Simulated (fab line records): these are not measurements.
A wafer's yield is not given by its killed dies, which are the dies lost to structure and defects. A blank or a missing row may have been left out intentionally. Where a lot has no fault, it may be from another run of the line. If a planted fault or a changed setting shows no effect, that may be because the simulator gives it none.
fab line records :: flow sky130
[record]
  lots = 6
  wafers = 18
  last-day = 50
route steps=708 shown VT_ADJUST_PCH@151 SONOS_TUNNEL@154 PAD_OPEN@708
lots untouched by any fault: they come from a run of this same line in which no faults occurred
start-h: the number of hours between the record's first day and the start of the first shown wafer of the lot :: wait-h: hours from the lot's prior step to this one :: " the same as in the row above :: L1.1+2: one row covering several wafers at once :: - no value, or no start given :: * or withheld: withheld :: < > ~ a bound
route shown NAME@n: NAME is a module with steps in the file, n the number in the route of the first one :: usual: the fault-free wafers' mean and standard deviation :: same: alike in all rows :: chamber/n: place in a boat :: sites: readings site by site :: _std_site: how widely they spread, as a standard deviation :: _edge_site: the outer-site mean with the inner-site mean subtracted :: radius-mm: for every site, how far away it sits from the centre of the wafer :: mask NAME#n: copy n :: behind: tool/chamber where the wafer was last shaped :: hold: the reason the lot was held/the length of the hold in hours/how it ended :: device: names the non-switching transistor (n, p or np) :: end of line: the same wafers' tests at the end of the route :: a step with no rows: only its recipe :: killed: the dies lost at the first sort to structure and to defects; this is not the yield of the wafer :: map: dies across one wafer; x = killed, . = not, _ = none there
set.NAME: the run value of the setting; set.NAME@STEP: its run value at that earlier step :: model.NAME: the simulator's own value behind a step, which no gauge read
lots at some steps of the route; a table a step, a row a wafer
services: a tool's chamber out of use, with start hour (start-h, from the record's first day; less than 0 if before it), hours out, and reason
[[steps]]
[step SKY_VT_ADJUST_PCH_IMPLANT_08]
[recipe]
  species = B
  energy-kev = 10
  dose-cm2 = 5e+11
  tilt-deg = withheld
[step SKY_VT_ADJUST_PCH_STRIP_09]
[recipe]
  chemistry = O2/N2
  power-w = 1400
  pressure-mtorr = 1500
  platen-temp-c = withheld
  o2-flow-sccm = 3000
  n2-flow-sccm = 300
  overash-fraction = 0.5
[usual]
  drypump-motor-current-A = 5.6/0.45
  n2-flow-sccm = 300.2/0.83
  oes-product-au = 0.722/0.0046
  strip-time-to-endpoint-s = 36.88/0.12
[same]
  overash-fraction = 0.5
lot.wafer: L847.2
tool: plasma-asher-02
chamber: 0
start-h: 221.01
wait-h: 0.1
drypump-motor-current-A: 6.4
n2-flow-sccm: 301.1
oes-product-au: 0.722
rf-hours-counter-h: 50
strip-time-to-endpoint-s: 36.97

lot.wafer: L847.3
tool: plasma-asher-02
chamber: 1
start-h: 221.01
wait-h: 0.1
drypump-motor-current-A: 4.8
n2-flow-sccm: 298.8
oes-product-au: 0.727
rf-hours-counter-h: -
strip-time-to-endpoint-s: 36.95

lot.wafer: L847.4
tool: plasma-asher-02
chamber: 0
start-h: 221.01
wait-h: 0.1
drypump-motor-current-A: 6.4
n2-flow-sccm: 300.0
oes-product-au: 0.717
rf-hours-counter-h: -
strip-time-to-endpoint-s: 36.82

lot.wafer: L854.1
tool: plasma-asher-01
chamber: 0
start-h: 277.91
wait-h: 0.1
drypump-motor-current-A: 5.2
n2-flow-sccm: 298.6
oes-product-au: 0.718
rf-hours-counter-h: 47
strip-time-to-endpoint-s: 36.77

lot.wafer: L854.2
tool: plasma-asher-01
chamber: 1
start-h: 277.91
wait-h: 0.1
drypump-motor-current-A: 5.8
n2-flow-sccm: 298.3
oes-product-au: 0.721
rf-hours-counter-h: 47
strip-time-to-endpoint-s: 36.77

lot.wafer: L854.3
tool: plasma-asher-01
chamber: 1
start-h: 277.91
wait-h: 0.1
drypump-motor-current-A: 5.8
n2-flow-sccm: 300.2
oes-product-au: 0.723
rf-hours-counter-h: -
strip-time-to-endpoint-s: 36.77

lot.wafer: L862.1
tool: plasma-asher-02
chamber: 0
start-h: 345.73
wait-h: 0.1
drypump-motor-current-A: 6.4
n2-flow-sccm: 299.8
oes-product-au: 0.720
rf-hours-counter-h: 64
strip-time-to-endpoint-s: 37.00

lot.wafer: L862.2
tool: plasma-asher-02
chamber: 1
start-h: 345.73
wait-h: 0.1
drypump-motor-current-A: 4.9
n2-flow-sccm: 300.8
oes-product-au: 0.718
rf-hours-counter-h: 64
strip-time-to-endpoint-s: 36.93

lot.wafer: L862.5
tool: plasma-asher-02
chamber: 0
start-h: 345.73
wait-h: 0.1
drypump-motor-current-A: 6.4
n2-flow-sccm: 301.2
oes-product-au: 0.724
rf-hours-counter-h: -
strip-time-to-endpoint-s: 36.97

lot.wafer: L865.3
tool: plasma-asher-01
chamber: 0
start-h: 359.00
wait-h: 0.1
drypump-motor-current-A: 5.2
n2-flow-sccm: 300.4
oes-product-au: 0.724
rf-hours-counter-h: -
strip-time-to-endpoint-s: 36.85

lot.wafer: L865.5
tool: plasma-asher-01
chamber: 0
start-h: 359.00
wait-h: 0.1
drypump-motor-current-A: 5.2
n2-flow-sccm: 300.5
oes-product-au: 0.724
rf-hours-counter-h: -
strip-time-to-endpoint-s: 36.86

lot.wafer: L865.6
tool: plasma-asher-01
chamber: 1
start-h: 359.00
wait-h: 0.1
drypump-motor-current-A: 5.8
n2-flow-sccm: 299.5
oes-product-au: 0.721
rf-hours-counter-h: -
strip-time-to-endpoint-s: 36.84

lot.wafer: L867.1
tool: plasma-asher-02
chamber: 0
start-h: 384.00
wait-h: 0.1
drypump-motor-current-A: 6.4
n2-flow-sccm: 301.3
oes-product-au: 0.725
rf-hours-counter-h: 68
strip-time-to-endpoint-s: 36.74

lot.wafer: L867.2
tool: plasma-asher-02
chamber: 1
start-h: 384.00
wait-h: 0.1
drypump-motor-current-A: 4.8
n2-flow-sccm: 299.3
oes-product-au: 0.723
rf-hours-counter-h: 68
strip-time-to-endpoint-s: 36.68

lot.wafer: L867.3
tool: plasma-asher-02
chamber: 0
start-h: 384.00
wait-h: 0.1
drypump-motor-current-A: 6.4
n2-flow-sccm: 301.0
oes-product-au: 0.728
rf-hours-counter-h: -
strip-time-to-endpoint-s: 36.74

lot.wafer: L870.3
tool: plasma-asher-04
chamber: 1
start-h: 400.95
wait-h: 0.1
drypump-motor-current-A: 5.8
n2-flow-sccm: 300.1
oes-product-au: 0.719
rf-hours-counter-h: -
strip-time-to-endpoint-s: 36.85

lot.wafer: L870.4
tool: plasma-asher-04
chamber: 0
start-h: 400.95
wait-h: 0.1
drypump-motor-current-A: 5.6
n2-flow-sccm: 300.8
oes-product-au: 0.719
rf-hours-counter-h: -
strip-time-to-endpoint-s: 36.83

lot.wafer: L870.5
tool: plasma-asher-04
chamber: 1
start-h: 400.95
wait-h: 0.1
drypump-motor-current-A: 5.8
n2-flow-sccm: 300.6
oes-product-au: 0.722
rf-hours-counter-h: -
strip-time-to-endpoint-s: 36.90
[step SKY_VT_ADJUST_PCH_TW_MEAS_10]
[usual]
  VT_ADJUST_PCH_TW = 142.1/0.77
lot.wafer: L847.2
tool: film-metro-03
chamber: -
start-h: 221.12
wait-h: 0.1
VT_ADJUST_PCH_TW: 142.2

lot.wafer: L847.3
tool: film-metro-03
chamber: -
start-h: 221.12
wait-h: 0.1
VT_ADJUST_PCH_TW: 142.4

lot.wafer: L847.4
tool: film-metro-03
chamber: -
start-h: 221.12
wait-h: 0.1
VT_ADJUST_PCH_TW: 142.7

lot.wafer: L854.1
tool: film-metro-01
chamber: -
start-h: 278.01
wait-h: 0.1
VT_ADJUST_PCH_TW: 141.5

lot.wafer: L854.2
tool: film-metro-01
chamber: -
start-h: 278.01
wait-h: 0.1
VT_ADJUST_PCH_TW: 140.9

lot.wafer: L854.3
tool: film-metro-01
chamber: -
start-h: 278.01
wait-h: 0.1
VT_ADJUST_PCH_TW: 141.9

lot.wafer: L862.1
tool: film-metro-03
chamber: -
start-h: 345.83
wait-h: 0.1
VT_ADJUST_PCH_TW: 143.9

lot.wafer: L862.2
tool: film-metro-03
chamber: -
start-h: 345.83
wait-h: 0.1
VT_ADJUST_PCH_TW: 142.9

lot.wafer: L862.5
tool: film-metro-03
chamber: -
start-h: 345.83
wait-h: 0.1
VT_ADJUST_PCH_TW: 143.3

lot.wafer: L865.3
tool: film-metro-01
chamber: -
start-h: 359.08
wait-h: 0.1
VT_ADJUST_PCH_TW: 141.2

lot.wafer: L865.5
tool: film-metro-01
chamber: -
start-h: 359.08
wait-h: 0.1
VT_ADJUST_PCH_TW: 141.8

lot.wafer: L865.6
tool: film-metro-01
chamber: -
start-h: 359.08
wait-h: 0.1
VT_ADJUST_PCH_TW: 141.6

lot.wafer: L867.1
tool: film-metro-04
chamber: -
start-h: 384.10
wait-h: 0.1
VT_ADJUST_PCH_TW: 142.3

lot.wafer: L867.2
tool: film-metro-04
chamber: -
start-h: 384.10
wait-h: 0.1
VT_ADJUST_PCH_TW: 142.2

lot.wafer: L867.3
tool: film-metro-04
chamber: -
start-h: 384.10
wait-h: 0.1
VT_ADJUST_PCH_TW: 142.4

lot.wafer: L870.3
tool: film-metro-03
chamber: -
start-h: 401.03
wait-h: 0.1
VT_ADJUST_PCH_TW: 140.5

lot.wafer: L870.4
tool: film-metro-03
chamber: -
start-h: 401.03
wait-h: 0.1
VT_ADJUST_PCH_TW: 142.3

lot.wafer: L870.5
tool: film-metro-03
chamber: -
start-h: 401.03
wait-h: 0.1
VT_ADJUST_PCH_TW: 142.3
[step SKY_SONOS_TUNNEL_DEHYDRATE_00]
[recipe]
  temp-c = 200
  time-s = 60
[step SKY_SONOS_TUNNEL_HMDS_01]
[recipe]
  prime-time-s = 60
  prime-temp-c = 120
[step SKY_SONOS_TUNNEL_COAT_02]
[recipe]
  resist = NOVOLAK
  spin-rpm = 3000
  resist-thk-nm = 1140
[step SKY_SONOS_TUNNEL_SOFTBAKE_03]
[recipe]
  temp-c = 90
  time-s = 60
  resist = NOVOLAK
[step SKY_SONOS_TUNNEL_EXPOSE_04]
[recipe]
  mask-id = TUNM
  na = 0.6
  source-shape = conventional
  sigma-outer = 0.6
  polarization = unpolarized
  target-cd-nm = 410
  dose-mj = 136
[step SKY_SONOS_TUNNEL_PEB_05]
[recipe]
  temp-c = withheld
  time-s = *
  resist = NOVOLAK
[step SKY_SONOS_TUNNEL_DEVELOP_06]
[recipe]
  resist = NOVOLAK
  developer = TMAH
  develop-time-s = 60
  dev-temp-c = 23
[step SKY_SONOS_TUNNEL_CD_MEAS_07]
[recipe]
  target-cd-nm = 410
[usual]
  cd-nm = 410.0/2.4
lot.wafer: L847.2
tool: cd-sem-01
chamber: -
start-h: 243.50
wait-h: 0.1
cd-nm: 411.0

lot.wafer: L847.3
tool: cd-sem-01
chamber: -
start-h: 243.50
wait-h: 0.1
cd-nm: 412.4

lot.wafer: L847.4
tool: cd-sem-01
chamber: -
start-h: 243.50
wait-h: 0.1
cd-nm: 411.8

lot.wafer: L854.1
tool: cd-sem-02
chamber: -
start-h: 302.63
wait-h: 0.1
cd-nm: 411.7

lot.wafer: L854.2
tool: cd-sem-02
chamber: -
start-h: 302.63
wait-h: 0.1
cd-nm: 411.3

lot.wafer: L854.3
tool: cd-sem-02
chamber: -
start-h: 302.63
wait-h: 0.1
cd-nm: 412.5

lot.wafer: L862.1
tool: cd-sem-01
chamber: -
start-h: 374.70
wait-h: 0.1
cd-nm: 408.9

lot.wafer: L862.2
tool: cd-sem-01
chamber: -
start-h: 374.70
wait-h: 0.1
cd-nm: 409.9

lot.wafer: L862.5
tool: cd-sem-01
chamber: -
start-h: 374.70
wait-h: 0.1
cd-nm: 408.1

lot.wafer: L865.3
tool: cd-sem-01
chamber: -
start-h: 387.70
wait-h: 0.1
cd-nm: 409.5

lot.wafer: L865.5
tool: cd-sem-01
chamber: -
start-h: 387.70
wait-h: 0.1
cd-nm: 410.4

lot.wafer: L865.6
tool: cd-sem-01
chamber: -
start-h: 387.70
wait-h: 0.1
cd-nm: 410.1

lot.wafer: L867.1
tool: cd-sem-01
chamber: -
start-h: 413.28
wait-h: 0.1
cd-nm: 413.3

lot.wafer: L867.2
tool: cd-sem-01
chamber: -
start-h: 413.28
wait-h: 0.1
cd-nm: 411.8

lot.wafer: L867.3
tool: cd-sem-01
chamber: -
start-h: 413.28
wait-h: 0.1
cd-nm: 411.6

lot.wafer: L870.3
tool: cd-sem-01
chamber: -
start-h: 430.99
wait-h: 0.1
cd-nm: 407.3

lot.wafer: L870.4
tool: cd-sem-01
chamber: -
start-h: 430.99
wait-h: 0.1
cd-nm: 407.6

lot.wafer: L870.5
tool: cd-sem-01
chamber: -
start-h: 430.99
wait-h: 0.1
cd-nm: 407.1
[step SKY_SONOS_TUNNEL_OVL_MEAS_08]
[usual]
  SONOS_TUNNEL_OVL = -0.7/1.6
lot.wafer: L847.2
tool: overlay-01
chamber: -
start-h: 243.60
wait-h: 0.1
SONOS_TUNNEL_OVL[nm]: 1.3

lot.wafer: L847.3
tool: overlay-01
chamber: -
start-h: 243.60
wait-h: 0.1
SONOS_TUNNEL_OVL[nm]: 0.4

lot.wafer: L847.4
tool: overlay-01
chamber: -
start-h: 243.60
wait-h: 0.1
SONOS_TUNNEL_OVL[nm]: 2.1

lot.wafer: L854.1
tool: overlay-02
chamber: -
start-h: 302.75
wait-h: 0.1
SONOS_TUNNEL_OVL[nm]: 0.0

lot.wafer: L854.2
tool: overlay-02
chamber: -
start-h: 302.75
wait-h: 0.1
SONOS_TUNNEL_OVL[nm]: -0.3

lot.wafer: L854.3
tool: overlay-02
chamber: -
start-h: 302.75
wait-h: 0.1
SONOS_TUNNEL_OVL[nm]: -1.2

lot.wafer: L862.1
tool: overlay-02
chamber: -
start-h: 374.82
wait-h: 0.1
SONOS_TUNNEL_OVL[nm]: -2.6

lot.wafer: L862.2
tool: overlay-02
chamber: -
start-h: 374.82
wait-h: 0.1
SONOS_TUNNEL_OVL[nm]: -2.0

lot.wafer: L862.5
tool: overlay-02
chamber: -
start-h: 374.82
wait-h: 0.1
SONOS_TUNNEL_OVL[nm]: -2.0

lot.wafer: L865.3
tool: overlay-01
chamber: -
start-h: 387.80
wait-h: 0.1
SONOS_TUNNEL_OVL[nm]: -3.4

lot.wafer: L865.5
tool: overlay-01
chamber: -
start-h: 387.80
wait-h: 0.1
SONOS_TUNNEL_OVL[nm]: -2.7

lot.wafer: L865.6
tool: overlay-01
chamber: -
start-h: 387.80
wait-h: 0.1
SONOS_TUNNEL_OVL[nm]: -4.4

lot.wafer: L867.1
tool: overlay-01
chamber: -
start-h: 413.40
wait-h: 0.1
SONOS_TUNNEL_OVL[nm]: -2.3

lot.wafer: L867.2
tool: overlay-01
chamber: -
start-h: 413.40
wait-h: 0.1
SONOS_TUNNEL_OVL[nm]: -2.3

lot.wafer: L867.3
tool: overlay-01
chamber: -
start-h: 413.40
wait-h: 0.1
SONOS_TUNNEL_OVL[nm]: -2.6

lot.wafer: L870.3
tool: overlay-02
chamber: -
start-h: 431.08
wait-h: 0.1
SONOS_TUNNEL_OVL[nm]: -1.3

lot.wafer: L870.4
tool: overlay-02
chamber: -
start-h: 431.08
wait-h: 0.1
SONOS_TUNNEL_OVL[nm]: -1.2

lot.wafer: L870.5
tool: overlay-02
chamber: -
start-h: 431.08
wait-h: 0.1
SONOS_TUNNEL_OVL[nm]: -3.5
[step SKY_SONOS_TUNNEL_IMPLANT_09]
[recipe]
  species = B
  energy-kev = 20
  dose-cm2 = 1e+12
  tilt-deg = withheld
[usual]
  dose-ions-cm2 = 1.0001e+12/1.1e+09
  faraday-current-uA = 5.64/0.12
lot.wafer: L847.2
tool: implanter-01
chamber: 0
start-h: 243.66
wait-h: 0.0
dose-ions-cm2: 1.0015e+12
faraday-current-uA: 5.59

lot.wafer: L847.3
tool: implanter-01
chamber: 0
start-h: 243.66
wait-h: 0.0
dose-ions-cm2: 1.0001e+12
faraday-current-uA: 5.75

lot.wafer: L847.4
tool: implanter-01
chamber: 0
start-h: 243.66
wait-h: 0.0
dose-ions-cm2: 1.0004e+12
faraday-current-uA: 5.52

lot.wafer: L854.1
tool: implanter-01
chamber: 0
start-h: 302.78
wait-h: 0.0
dose-ions-cm2: 9.997e+11
faraday-current-uA: 5.73

lot.wafer: L854.2
tool: implanter-01
chamber: 0
start-h: 302.78
wait-h: 0.0
dose-ions-cm2: 9.985e+11
faraday-current-uA: 5.75

lot.wafer: L854.3
tool: implanter-01
chamber: 0
start-h: 302.78
wait-h: 0.0
dose-ions-cm2: 9.998e+11
faraday-current-uA: 5.73

lot.wafer: L862.1
tool: implanter-04
chamber: 0
start-h: 374.86
wait-h: 0.0
dose-ions-cm2: 8.828e+11
faraday-current-uA: 4.97

lot.wafer: L862.2
tool: implanter-04
chamber: 0
start-h: 374.86
wait-h: 0.0
dose-ions-cm2: 8.805e+11
faraday-current-uA: 4.88

lot.wafer: L862.5
tool: implanter-04
chamber: 0
start-h: 374.86
wait-h: 0.0
dose-ions-cm2: 8.807e+11
faraday-current-uA: 4.94

lot.wafer: L865.3
tool: implanter-04
chamber: 0
start-h: 387.87
wait-h: 0.1
dose-ions-cm2: 8.792e+11
faraday-current-uA: 4.90

lot.wafer: L865.5
tool: implanter-04
chamber: 0
start-h: 387.87
wait-h: 0.1
dose-ions-cm2: 8.81e+11
faraday-current-uA: 5.10

lot.wafer: L865.6
tool: implanter-04
chamber: 0
start-h: 387.87
wait-h: 0.1
dose-ions-cm2: 8.798e+11
faraday-current-uA: 4.99

lot.wafer: L867.1
tool: implanter-02
chamber: 0
start-h: 413.43
wait-h: 0.0
dose-ions-cm2: 9.984e+11
faraday-current-uA: 5.62

lot.wafer: L867.2
tool: implanter-02
chamber: 0
start-h: 413.43
wait-h: 0.0
dose-ions-cm2: 9.999e+11
faraday-current-uA: 5.59

lot.wafer: L867.3
tool: implanter-02
chamber: 0
start-h: 413.43
wait-h: 0.0
dose-ions-cm2: 1.001e+12
faraday-current-uA: 5.43

lot.wafer: L870.3
tool: implanter-02
chamber: 0
start-h: 431.16
wait-h: 0.1
dose-ions-cm2: 9.992e+11
faraday-current-uA: 5.65

lot.wafer: L870.4
tool: implanter-02
chamber: 0
start-h: 431.16
wait-h: 0.1
dose-ions-cm2: 1.0003e+12
faraday-current-uA: 5.38

lot.wafer: L870.5
tool: implanter-02
chamber: 0
start-h: 431.16
wait-h: 0.1
dose-ions-cm2: 1.0012e+12
faraday-current-uA: 5.63
[step SKY_SONOS_TUNNEL_WET_ETCH_10]
[recipe]
  chemistry = dHF
  target-depth-nm = 14
  target = SiO2
  dilution = 100:1
  temp-c = 25
  time-s = 280
[step SKY_SONOS_TUNNEL_STRIP_11]
[recipe]
  chemistry = SPM
  time-s = 600
  temp-c = 130
[step SKY_SONOS_TUNNEL_TW_MEAS_12]
[usual]
  SONOS_TUNNEL_TW = 197.5/1
lot.wafer: L847.2
tool: film-metro-02
chamber: -
start-h: 244.08
wait-h: 0.0
SONOS_TUNNEL_TW: 198.8

lot.wafer: L847.3
tool: film-metro-02
chamber: -
start-h: 244.08
wait-h: 0.0
SONOS_TUNNEL_TW: 199.1

lot.wafer: L847.4
tool: film-metro-02
chamber: -
start-h: 244.08
wait-h: 0.0
SONOS_TUNNEL_TW: 198.0

lot.wafer: L854.1
tool: film-metro-01
chamber: -
start-h: 303.23
wait-h: 0.0
SONOS_TUNNEL_TW: 196.9

lot.wafer: L854.2
tool: film-metro-01
chamber: -
start-h: 303.23
wait-h: 0.0
SONOS_TUNNEL_TW: 195.5

lot.wafer: L854.3
tool: film-metro-01
chamber: -
start-h: 303.23
wait-h: 0.0
SONOS_TUNNEL_TW: 197.2

lot.wafer: L862.1
tool: film-metro-01
chamber: -
start-h: 375.28
wait-h: 0.0
SONOS_TUNNEL_TW: 189.8

lot.wafer: L862.2
tool: film-metro-01
chamber: -
start-h: 375.28
wait-h: 0.0
SONOS_TUNNEL_TW: 190.0

lot.wafer: L862.5
tool: film-metro-01
chamber: -
start-h: 375.28
wait-h: 0.0
SONOS_TUNNEL_TW: 190.1

lot.wafer: L865.3
tool: film-metro-02
chamber: -
start-h: 388.25
wait-h: 0.0
SONOS_TUNNEL_TW: 190.0

lot.wafer: L865.5
tool: film-metro-02
chamber: -
start-h: 388.25
wait-h: 0.0
SONOS_TUNNEL_TW: 189.7

lot.wafer: L865.6
tool: film-metro-02
chamber: -
start-h: 388.25
wait-h: 0.0
SONOS_TUNNEL_TW: 190.6

lot.wafer: L867.1
tool: film-metro-02
chamber: -
start-h: 413.84
wait-h: 0.0
SONOS_TUNNEL_TW: 196.7

lot.wafer: L867.2
tool: film-metro-02
chamber: -
start-h: 413.84
wait-h: 0.0
SONOS_TUNNEL_TW: 197.7

lot.wafer: L867.3
tool: film-metro-02
chamber: -
start-h: 413.84
wait-h: 0.0
SONOS_TUNNEL_TW: 198.5

lot.wafer: L870.3
tool: film-metro-04
chamber: -
start-h: 431.54
wait-h: 0.0
SONOS_TUNNEL_TW: 198.2

lot.wafer: L870.4
tool: film-metro-04
chamber: -
start-h: 431.54
wait-h: 0.0
SONOS_TUNNEL_TW: 198.2

lot.wafer: L870.5
tool: film-metro-04
chamber: -
start-h: 431.54
wait-h: 0.0
SONOS_TUNNEL_TW: 196.8
[step SKY_SONOS_TUNNEL_CLEAN_13]
[recipe]
  chemistry = dHF
  time-s = 20
  dilution = 100:1
  dry = ipa-marangoni
[step SKY_PAD_OPEN_PROBE_99]
[usual]
  killed_at_M0_to_M3 = 43/6.8
  killed_at_M4_up = 3.2/1.8
  killed-at-contacts = 24/5.2
  killed-at-front-end = 15/4.2
  killed-at-other = 0.4/0.62
  killed-dies = 85/8.7
  killed-open = 46/6.7
  killed-short = 39/5.9
[same]
  gross-dies = 492
  killed-at-back-side = 0
lot.wafer: L847.2
tool: prober-01
chamber: -
start-h: 1069.87
wait-h: 0.1
killed_at_M0_to_M3: 54
killed_at_M4_up: 2
killed-at-contacts: 26
killed-at-front-end: 15
killed-at-other: 0
killed-dies: 97
killed-open: 51
killed-short: 46

lot.wafer: L847.3
tool: prober-01
chamber: -
start-h: 1069.92
wait-h: 0.2
killed_at_M0_to_M3: 33
killed_at_M4_up: 2
killed-at-contacts: 45
killed-at-front-end: 10
killed-at-other: 0
killed-dies: 90
killed-open: 43
killed-short: 47

lot.wafer: L847.4
tool: prober-01
chamber: -
start-h: 1069.97
wait-h: 0.2
killed_at_M0_to_M3: 46
killed_at_M4_up: 1
killed-at-contacts: 28
killed-at-front-end: 10
killed-at-other: 0
killed-dies: 85
killed-open: 51
killed-short: 33
// killed by level:class
L847.2 VIA1:geometric-particle:open=15 CONTACT:geometric-particle:open=10 METAL1:geometric-particle:short=7 VIA1:geometric-particle:short=7 LOCAL_INTERCONNECT:geometric-particle:short=6 VIA2:geometric-particle:open=5 METAL2:geometric-particle:short=5 VIA3:geometric-particle:open=4
L847.3 CONTACT:geometric-particle:open=14 LI_CONTACT:geometric-particle:open=12 CONTACT:geometric-particle:short=8 VIA3:geometric-particle:short=7 LI_CONTACT:geometric-particle:short=5 LOCAL_INTERCONNECT:geometric-particle:short=5 METAL1:geometric-particle:short=5 VIA1:geometric-particle:short=5
L847.4 VIA1:geometric-particle:open=14 CONTACT:geometric-particle:open=8 LI_CONTACT:geometric-particle:open=7 CONTACT:geometric-particle:short=5 VIA3:geometric-particle:open=5 LI_CONTACT:geometric-particle:short=4 METAL2:geometric-particle:open=4 VIA3:geometric-particle:short=4
[[services]]
tool: implanter-02
chamber: -
start-h: 212.21
hours: 4.0
kind: pm

tool: implanter-01
chamber: -
start-h: 222.65
hours: 4.8
kind: repair

tool: implanter-02
chamber: -
start-h: 227.04
hours: 106.0
kind: repair

tool: plasma-asher-01
chamber: -
start-h: 284.15
hours: 28.1
kind: pm

tool: plasma-asher-04
chamber: -
start-h: 309.93
hours: 2.8
kind: pm

tool: implanter-04
chamber: -
start-h: 310.33
hours: 3.5
kind: pm

tool: implanter-04
chamber: -
start-h: 313.79
hours: 9.6
kind: pm

tool: implanter-02
chamber: -
start-h: 326.89
hours: 1.3
kind: repair

tool: implanter-02
chamber: -
start-h: 333.04
hours: 5.5
kind: pm

tool: plasma-asher-02
chamber: -
start-h: 337.13
hours: 1.2
kind: repair

tool: implanter-01
chamber: -
start-h: 338.40
hours: 5.3
kind: repair

tool: implanter-04
chamber: -
start-h: 348.18
hours: 1.7
kind: repair

tool: implanter-01
chamber: -
start-h: 349.03
hours: 3.5
kind: repair

tool: implanter-01
chamber: -
start-h: 352.56
hours: 3.8
kind: pm

tool: implanter-02
chamber: -
start-h: 358.34
hours: 21.0
kind: pm

tool: plasma-asher-01
chamber: -
start-h: 359.54
hours: 2.6
kind: repair

tool: plasma-asher-01
chamber: -
start-h: 366.70
hours: 0.4
kind: repair

tool: plasma-asher-01
chamber: -
start-h: 407.28
hours: 2.8
kind: pm

tool: implanter-02
chamber: -
start-h: 409.17
hours: 4.1
kind: repair
[[key]]
[first-sign]
  step = SKY_SONOS_TUNNEL_IMPLANT_09
  reading = dose-ions-cm2
  direction = down
  sigmas = 99+
  usual = *
  struck = *
[effect]
  step = SKY_SONOS_TUNNEL_IMPLANT_09
  reading = faraday-current-uA
  direction = down
  sigmas = 5.5
  usual = 5.64
  struck = 4.96
[effect]
  step = SKY_SONOS_TUNNEL_TW_MEAS_12
  reading = SONOS_TUNNEL_TW
  direction = down
  sigmas = 7.4
  usual = 197.5
  struck = 190.0
met-at SKY_SONOS_TUNNEL_IMPLANT_09
struck-wafers L862.1,L862.2,L862.5,L865.3,L865.5,L865.6
tester-left-out L862,L865
[fault]
  kind = process-parameter-drift
  tool = implanter-04
  chamber = -
  onset-h = 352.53
  steps = SKY_SONOS_TUNNEL_IMPLANT_09
  channel = dose-cm2
  offset = *
  shape = step
  end-h = 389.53
  acts-in = *
  stated = *
// tester-left-out: of these lots the tester's yield and bins aren't shown, on N5 and GAA mostly nor the transistor test; their killed dies are dies lost to structure and defects alone, not to doping, threshold or leakage, so they don't give the yield
